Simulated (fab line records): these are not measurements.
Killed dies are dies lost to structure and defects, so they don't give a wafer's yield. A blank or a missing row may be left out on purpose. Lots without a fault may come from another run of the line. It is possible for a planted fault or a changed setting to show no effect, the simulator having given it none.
2 desks, one fault | flow sky130 | each desk has only its own numbers; what lay behind them comes last

== AT THE METROLOGY DESK ==
What the gauges read, lot by lot, whatever tool the lot ran on: means of the sampled wafers that have a number. Any lot whose mean is over 4 standard deviations away from the usual mean is out of limits and marked OUT; that distance is given in the brackets.
Columns: A = VIA2_W_RS at SKY_VIA2_RS_MEAS_22, usual 0.271 ohm/sq; B = VIA2_W_THK at SKY_VIA2_THK_MEAS_23, usual 426 nm
lot  | first seen here | A     | B
L193 | day 38 06:08    | 0.273 | 418
L196 | day 39 12:38    | 0.271 | 421
L195 | day 39 15:00    | 0.275 | 421
L198 | day 39 15:20    | 0.273 | 420
L197 | day 39 15:41    | 0.266 | 432
L207 | day 41 21:16    | 0.275 | 420
Finding of this desk: none of the 6 lots has anything out of limits.

== TOOL OWNER'S DESK, pvdSputter-03 ==
The tool's own readings at SKY_METAL3_SPUTTER_01 (material TiN, target thk 20 nm, time 16.7 s): means of the sampled wafers that have a number, for each lot that ran on this tool. Any lot whose mean is over 4 standard deviations away from the usual mean is out of limits and marked OUT; that distance is given in the brackets.
Columns: A = throttleValvePct at SKY_METAL3_SPUTTER_01, usual 30.1 %
lot  | first seen here | A
L196 | day 39 13:08    | 31.2
L195 | day 39 15:29    | 29.8
L197 | day 39 16:11    | 30.2
Finding of this desk: none of the 3 lots has anything out of limits.

== BROUGHT TOGETHER ==
At the metrology desk, nothing out of limits was observed.
The desk of the tool owner found nothing out of limits.

== WHAT THE SIMULATOR HAD INSERTED ==
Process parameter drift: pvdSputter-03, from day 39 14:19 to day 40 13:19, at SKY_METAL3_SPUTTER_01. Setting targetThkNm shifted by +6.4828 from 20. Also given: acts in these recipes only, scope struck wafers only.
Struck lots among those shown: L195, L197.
